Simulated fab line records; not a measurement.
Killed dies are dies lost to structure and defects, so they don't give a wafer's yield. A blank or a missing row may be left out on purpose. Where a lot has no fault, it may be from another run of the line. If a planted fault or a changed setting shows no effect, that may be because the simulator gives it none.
Struck lot and sound lot, side by side :: flow sky130 :: 18 steps out of a route of 708
Sound: wafers L738.2, L738.3, L738.4. Wafers struck: L742.2, L742.4, L742.5. The cause comes at the end.
Each step with rows lists, per side, the tool, then ch with its chambers, then its first start. Under that, the readings that differ: sound wafers :: struck wafers :: difference of the means :: sigmas: that difference in standard deviations of wafers without a fault.
alike: words and numbers the same on both sides, and readings whose means are apart by under 2 such deviations; not compared: readings that were withheld, readings missing a value for some wafer, numbers with overlapping values and no deviation given by the record, and bounds like >300 which may hide the same value.
Wherever a step has rows on one side only, a row that says differs or no value, or a row with sigmas, the two part there. Non-overlapping numbers with no deviation appear without sigmas and do not part them. A reading missing from all wafers of one side parts the sides only when that side holds two or more wafers.

first, 1 step without rows for these wafers: SKY_NWELL_IMPLANT_24.
SKY_NWELL_STRIP_25: strips in O2/N2.
  sound on plasma asher-02 ch 0,1, day 7 21:01; struck on plasma asher-01 ch 0,1, day 8 14:52
  alike: drypump motor current A, oes product au, strip time to endpoint s
  not compared: rf hours counter h
SKY_NWELL_TW_MEAS_26:
  struck on film metro-02, day 8 14:59; sound on film metro-04, day 7 21:08
reading: NWELL_2_TW
sound: 506 507 507
struck: 487 485 483
difference: -22
sigmas: -2
then, 1 step without rows for these wafers: SKY_NWELL_CLEAN_27 (cleans in SC1/SC2, time 150 s).
SKY_NWELL_RTA_28: time 30 s.
  sound on rtp anneal-02 ch 0, day 7 21:16; struck on rtp anneal-02 ch 0, day 8 15:05
  alike: anneal temp c max, lamp power pct, wafer_temp_C_max
SKY_NWELL_RS_MEAS_29: the measuring method here is four-point-probe.
  struck on film metro-04, day 8 15:12; sound on film metro-02, day 7 21:27
  alike: NWELL_RS
SKY_NWELL_RS_MEAS_31: the measuring method here is four-point-probe.
  struck on film metro-04, day 8 15:26; sound on film metro-02, day 7 21:41
  alike: PWDE_RS
then, 4 steps without rows for these wafers: SKY_VT_ADJUST_HVTP_DEHYDRATE_00 (time 60 s); SKY_VT_ADJUST_HVTP_HMDS_01 (prime time 60 s); SKY_VT_ADJUST_HVTP_COAT_02 (resist thk 1140 nm); SKY_VT_ADJUST_HVTP_SOFTBAKE_03 (time 60 s).
SKY_VT_ADJUST_HVTP_EXPOSE_04: exposes mask HVTPM, target cd 380 nm.
  sound on iline stepper-01 ch 0, day 8 08:38; struck on iline stepper-02 ch 0, day 9 01:25
reading: model.VT_ADJUST_HVTP.overlay x nm (nm)
sound: -1.759 -1.759 -1.759
struck: 278.8 278.8 278.8
difference: +280.6
sigmas: 
  alike: mask
then, 2 steps without rows for these wafers: SKY_VT_ADJUST_HVTP_PEB_05; SKY_VT_ADJUST_HVTP_DEVELOP_06 (develop time 60 s).
SKY_VT_ADJUST_HVTP_CD_MEAS_07: target cd 380 nm.
  struck on cd sem-02, day 9 11:22; sound on cd sem-01, day 8 18:10
  alike: cd nm
SKY_VT_ADJUST_HVTP_OVL_MEAS_08:
  struck on overlay-02, day 9 11:28; sound on overlay-02, day 8 18:16
reading: VT_ADJUST_HVTP_OVL (nm)
sound: -2.6 -1.9 -1.2
struck: 278.9 279.9 278.0
difference: +280.8
sigmas: +99 or more
then, 1 step without rows for these wafers: SKY_VT_ADJUST_HVTP_IMPLANT_09.
-- here the record skips 40 days between the struck wafers' starts before and after, leaving off in module VT_ADJUST_HVTP and picking up in module PAD_OPEN (first step shown: number 708 of the route) --
SKY_PAD_OPEN_PROBE_99:
  struck on prober-01, day 49 10:28; sound on prober-01, day 48 20:53
reading: killed at front end
sound: 23
struck: 330 331 341
difference: +311
sigmas: +72

reading: killed dies
sound: 84
struck: 405 408 406
difference: +322
sigmas: +35

reading: killed on rim
sound: 15
struck: 87 74 83
difference: +66
sigmas: +17
  alike: killed_at_M0_to_M3, killed_at_M4_up, killed at contacts, killed at other, killed open, killed short

## WHERE THEY PART
First at SKY_NWELL_TW_MEAS_26; last, within this record, at SKY_PAD_OPEN_PROBE_99.

WHY: what had been put in by the simulator
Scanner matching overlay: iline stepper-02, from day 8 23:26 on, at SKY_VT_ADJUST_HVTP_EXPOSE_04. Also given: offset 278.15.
